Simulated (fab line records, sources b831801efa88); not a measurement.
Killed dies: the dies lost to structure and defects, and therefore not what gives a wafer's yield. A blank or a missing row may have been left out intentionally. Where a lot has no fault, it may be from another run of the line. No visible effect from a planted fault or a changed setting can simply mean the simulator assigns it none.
Which of the tools did it? | flow sky130 | 11 lots with 33 wafers sampled at 7 steps, on a route of 708 steps

== WHAT THE GAUGES SHOWED, per wafer ==
SKY_SD_P_OVL_MEAS_08. Usual: SD_P_OVL gives -0.1 nm (standard deviation 1.3).
lot  | measured     | on         | SD_P_OVL (nm)  | flag
L385 | day 24 22:22 | overlay-01 | -2.0 -1.0 -3.2 |
L386 | day 25 04:08 | overlay-01 | 0.0 -0.3 2.5   |
L393 | day 28 00:14 | overlay-01 | 1.1 -1.4 1.8   |
L395 | day 29 08:45 | overlay-02 | 2.8 0.4 0.8    |
L400 | day 30 09:08 | overlay-02 | 0.9 -1.4 -1.2  |
L401 | day 30 12:53 | overlay-01 | 0.3 -0.9 -1.1  |
L403 | day 31 05:59 | overlay-01 | -0.7 -0.9 0.0  |
L404 | day 31 17:15 | overlay-02 | -0.3 -2.0 -0.6 |
L405 | day 32 04:37 | overlay-01 | -1.0 1.2 -0.4  |
L407 | day 32 13:56 | overlay-01 | -0.1 0.1 -0.9  |
L408 | day 32 19:14 | overlay-01 | 2.1 -1.5 -1.4  |

SKY_SD_P_TW_MEAS_11. Usual: SD_P_TW gives 2839 (standard deviation 27).
lot  | measured     | on            | SD_P_TW        | flag
L385 | day 24 22:40 | film-metro-04 | 2849 2858 2869 |
L386 | day 25 04:26 | film-metro-04 | 2874 2898 2881 |
L393 | day 28 00:31 | film-metro-02 | 2574 2576 2578 | OFF
L395 | day 29 09:02 | film-metro-02 | 2542 2546 2543 | OFF
L400 | day 30 09:26 | film-metro-04 | 2855 2859 2848 |
L401 | day 30 13:10 | film-metro-01 | 2828 2830 2824 |
L403 | day 31 06:16 | film-metro-04 | 2863 2858 2847 |
L404 | day 31 17:32 | film-metro-02 | 2799 2794 2803 |
L405 | day 32 04:54 | film-metro-01 | 2823 2818 2820 |
L407 | day 32 14:14 | film-metro-02 | 2824 2827 2826 |
L408 | day 32 19:32 | film-metro-01 | 2826 2824 2832 |

SKY_SD_N_RS_MEAS_17: measurement is done with a four-point probe. Usual: SD_P_RS gives 146.7 ohm/sq (standard deviation 0.32).
lot  | measured     | on            | SD_P_RS (ohm/sq)  | flag
L385 | day 27 07:44 | film-metro-02 | 147.4 147.0 147.2 |
L386 | day 27 13:40 | film-metro-02 | 147.2 146.5 146.2 |
L393 | day 30 08:19 | film-metro-01 | 154.6 154.5 154.9 | OFF
L395 | day 31 15:37 | film-metro-01 | 154.8 154.8 154.7 | OFF
L400 | day 32 15:41 | film-metro-04 | 146.8 146.7 146.6 |
L401 | day 32 19:21 | film-metro-02 | 146.9 146.7 146.5 |
L403 | day 33 10:53 | film-metro-01 | 146.9 147.0 146.9 |
L404 | day 34 00:18 | film-metro-02 | 147.1 146.9 146.6 |
L405 | day 34 09:49 | film-metro-02 | 146.8 146.5 147.0 |
L407 | day 34 19:20 | film-metro-02 | 146.4 146.8 146.9 |
L408 | day 35 01:13 | film-metro-04 | 146.8 147.1 146.8 |

SKY_METAL1_CD_MEAS_15: target cd 140 nm. Usual: 139.6 nm for cd-nm, sd 1.7.
lot  | measured     | on        | cd-nm (nm)        | flag
L385 | day 32 02:59 | cd-sem-02 | 135.5 136.8 135.9 |
L386 | day 32 10:39 | cd-sem-02 | 140.2 139.9 140.9 |
L393 | day 34 23:20 | cd-sem-01 | 140.3 141.8 139.3 |
L395 | day 36 07:58 | cd-sem-02 | 141.1 142.2 141.5 |
L400 | day 37 07:35 | cd-sem-01 | 139.4 139.3 138.6 |
L401 | day 37 11:40 | cd-sem-01 | 140.5 141.9 140.9 |
L403 | day 38 06:20 | cd-sem-01 | 142.3 141.7 141.8 |
L404 | day 38 16:59 | cd-sem-01 | 138.5 137.6 137.4 |
L405 | day 39 01:24 | cd-sem-01 | 138.5 138.1 137.9 |
L407 | day 39 11:31 | cd-sem-02 | 136.3 136.6 136.9 |
L408 | day 39 16:32 | cd-sem-01 | 137.8 139.1 139.1 |

SKY_VIA1_THK_MEAS_01. Usual: VIA1_HDPCVD_THK gives 1031 nm (standard deviation 11).
lot  | measured     | on            | VIA1_HDPCVD_THK (nm) | flag
L385 | day 32 04:25 | film-metro-02 | 1020 1034 1033       |
L386 | day 32 11:46 | film-metro-01 | 1054 1050 1051       |
L393 | day 35 00:25 | film-metro-04 | 1022 1021 1024       |
L395 | day 36 09:02 | film-metro-04 | 1036 1037 1036       |
L400 | day 37 08:37 | film-metro-02 | 1046 1034 1055       |
L401 | day 37 12:43 | film-metro-01 | 1026 1023 1020       |
L403 | day 38 07:25 | film-metro-01 | 1028 1029 1024       |
L404 | day 38 18:02 | film-metro-02 | 1027 1026 1037       |
L405 | day 39 02:28 | film-metro-04 | 1027 1029 1013       |
L407 | day 39 12:34 | film-metro-04 | 1011 1024 1010       |
L408 | day 39 17:34 | film-metro-02 | 1018 1030 1031       |

== EACH LOT AND THE TOOL THAT RAN IT (in order: tool; ch and the chambers of the sampled wafers; start) ==
lot  | SKY_SD_P_IMPLANT_09             | SKY_SD_P_STRIP_10
L385 | implanter-04 ch 0, day 24 22:27 | plasma-asher-01 ch 0,1, day 24 22:35
L386 | implanter-04 ch 0, day 25 04:11 | plasma-asher-03 ch 0,1, day 25 04:20
L393 | implanter-04 ch 0, day 28 00:16 | plasma-asher-01 ch 0,1, day 28 00:25
L395 | implanter-04 ch 0, day 29 08:47 | plasma-asher-03 ch 0,1, day 29 08:56
L400 | implanter-01 ch 0, day 30 09:12 | plasma-asher-01 ch 0, day 30 09:19
L401 | implanter-01 ch 0, day 30 12:55 | plasma-asher-02 ch 0, day 30 13:04
L403 | implanter-01 ch 0, day 31 06:02 | plasma-asher-01 ch 0,1, day 31 06:10
L404 | implanter-04 ch 0, day 31 17:19 | plasma-asher-01 ch 0,1, day 31 17:26
L405 | implanter-03 ch 0, day 32 04:40 | plasma-asher-01 ch 0,1, day 32 04:47
L407 | implanter-04 ch 0, day 32 13:59 | plasma-asher-02 ch 0,1, day 32 14:08
L408 | implanter-04 ch 0, day 32 19:18 | plasma-asher-01 ch 0,1, day 32 19:25
- SKY_SD_P_IMPLANT_09
- SKY_SD_P_STRIP_10: strips in O2/N2.

== WHAT THE TOOLS THEMSELVES READ (means of the sampled wafers that have a number; where no wafer has one, the mark that the record gives instead) ==
SKY_SD_P_IMPLANT_09. Usual: beam-on-s 15.5 s, standard deviation 1; dose-ions-cm2 3.0006e+15, standard deviation 2.9e+12; faraday-current-uA 10665, standard deviation 660.
lot  | tool         | beam-on-s (s) | dose-ions-cm2 | faraday-current-uA | flag
L385 | implanter-04 | 14.9          | 3.0038e+15    | 11013              |
L386 | implanter-04 | 15.2          | 3.0004e+15    | 10849              |
L393 | implanter-04 | 10.1          | 1.8733e+15    | 10106              | OFF
L395 | implanter-04 | 9.8           | 1.8713e+15    | 10451              | OFF
L400 | implanter-01 | 17.1          | 3.0010e+15    | 9690               |
L401 | implanter-01 | 16.6          | 2.9995e+15    | 9923               |
L403 | implanter-01 | 17.3          | 3.0026e+15    | 9514               |
L404 | implanter-04 | 15.3          | 3.0015e+15    | 10790              |
L405 | implanter-03 | 14.8          | 3.0020e+15    | 11086              |
L407 | implanter-04 | 14.8          | 3.0022e+15    | 11157              |
L408 | implanter-04 | 14.9          | 3.0024e+15    | 11068              |

SKY_SD_P_STRIP_10. Usual: drypump-motor-current-A 5.7 A, standard deviation 0.38; oes-product-au 0.616 a.u., standard deviation 0.0043; strip-time-to-endpoint-s 17.37 s, standard deviation 0.052.
lot  | tool            | drypump-motor-current-A (A) | oes-product-au (a.u.) | strip-time-to-endpoint-s (s) | flag
L385 | plasma-asher-01 | 5.5                         | 0.616                 | 17.35                        |
L386 | plasma-asher-03 | 5.9                         | 0.616                 | 17.46                        |
L393 | plasma-asher-01 | 5.6                         | 0.638                 | 16.49                        | OFF
L395 | plasma-asher-03 | 5.9                         | 0.639                 | 16.42                        | OFF
L400 | plasma-asher-01 | 5.7                         | 0.619                 | 17.45                        |
L401 | plasma-asher-02 | 5.2                         | 0.621                 | 17.34                        |
L403 | plasma-asher-01 | 5.6                         | 0.612                 | 17.37                        |
L404 | plasma-asher-01 | 5.5                         | 0.618                 | 17.41                        |
L405 | plasma-asher-01 | 5.6                         | 0.614                 | 17.37                        |
L407 | plasma-asher-02 | 6.1                         | 0.613                 | 17.33                        |
L408 | plasma-asher-01 | 5.5                         | 0.616                 | 17.30                        |

== THE ANSWER, worked out from the rows above alone ==
Rule: take the mean of a lot's wafers that have a number; if it is more than 3 standard deviations from the usual mean, the lot is off. Also off: a lot with no number at a reading for which 4 or more lots have one. The other lots that the step has rows for count as sound. Order of review: gauges by route order, followed by the tools' own readings, for which a lot's mean as printed above is used. The first step at which some lot is off is used, and at that step the reading that is off furthest; a lot without a number counts as furthest.
Off: L393, L395, at SKY_SD_P_TW_MEAS_11 (SD_P_TW).
A tool fits if, at a process step before that reading, it ran every lot that is off, and no sound lot after the first of them. The gauges at SKY_SD_P_TW_MEAS_11 aren't tried: what is off there is off at SKY_SD_N_RS_MEAS_17 too, on other tools, and a gauge's error can't cause that. No candidate that was tried fits.

== WHAT THE SIMULATOR HAD INSERTED ==
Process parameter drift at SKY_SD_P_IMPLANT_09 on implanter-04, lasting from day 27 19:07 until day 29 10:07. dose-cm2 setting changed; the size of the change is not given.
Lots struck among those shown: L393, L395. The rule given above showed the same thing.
